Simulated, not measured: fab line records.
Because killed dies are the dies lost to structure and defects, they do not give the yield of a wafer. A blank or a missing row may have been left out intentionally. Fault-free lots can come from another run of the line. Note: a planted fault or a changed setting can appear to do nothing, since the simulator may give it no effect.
A single fault, viewed from 2 desks -- flow sfq-line -- what lay behind the numbers comes last; until then each desk has only its own

== FROM THE METROLOGY DESK ==
Lot by lot, what the gauges showed, no matter which tool ran the lot: averages of those sampled wafers that carry a number. The brackets show how far a lot's mean lies from the usual mean; more than 4 standard deviations puts the lot out of limits, marked OUT.
Columns: A = I2_BOW at SFQ_I2_BOW_MEAS_917, usual 1 um; B = I4_BOW at SFQ_I4_BOW_MEAS_927, usual 2 um
lot,first seen here,A,B
L712,day 31 08:48,-8,-4
L715,day 32 16:43,-9,-4
L716,day 33 10:26,-19,-17
L718,day 34 08:28,4,8
L719,day 34 23:28,-1,-4
L720,day 35 02:30,-6,-9
L723,day 35 14:26,-0,1
L725,day 36 00:16,1,1
L726,day 36 07:05,-15,-14
L728,day 37 04:44,-1,2
L730,day 38 04:46,6,5
L731,day 38 11:13,5,7
L732,day 38 23:38,-1,0
L733,day 39 02:04,11,3
Finding of this desk: none of the 14 lots has anything out of limits.

== DESK OF THE TOOL OWNER: cmp-02 ==
The tool's own readings at SFQ_TRILAYER_I4_CMP_CMP_100 (polishes SiO2): means of the sampled wafers that have a number, for each lot that ran on this tool. The brackets show how far a lot's mean lies from the usual mean; more than 4 standard deviations puts the lot out of limits, marked OUT.
Columns: A = motor-current-A at SFQ_TRILAYER_I4_CMP_CMP_100, usual 10.0 A; B = time-to-endpoint-s at SFQ_TRILAYER_I4_CMP_CMP_100, usual 220 s
lot,first seen here,A,B
L712,day 49 18:18,9.6,215
L715,day 50 18:18,10.4,223
L718,day 51 20:11,9.9,219
L719,day 53 09:10,10.0,214
L720,day 53 13:40,9.9,217
L731,day 55 19:13,10.5,218
L732,day 61 10:33,10.2,229
L733,day 61 13:33,9.7,226
Finding of this desk: none of the 8 lots has anything out of limits.

== BROUGHT TOGETHER ==
At the metrology desk, nothing out of limits was observed.
Nothing out of limits was seen by the tool owner's desk.

== WHAT THE SIMULATOR PUT IN ==
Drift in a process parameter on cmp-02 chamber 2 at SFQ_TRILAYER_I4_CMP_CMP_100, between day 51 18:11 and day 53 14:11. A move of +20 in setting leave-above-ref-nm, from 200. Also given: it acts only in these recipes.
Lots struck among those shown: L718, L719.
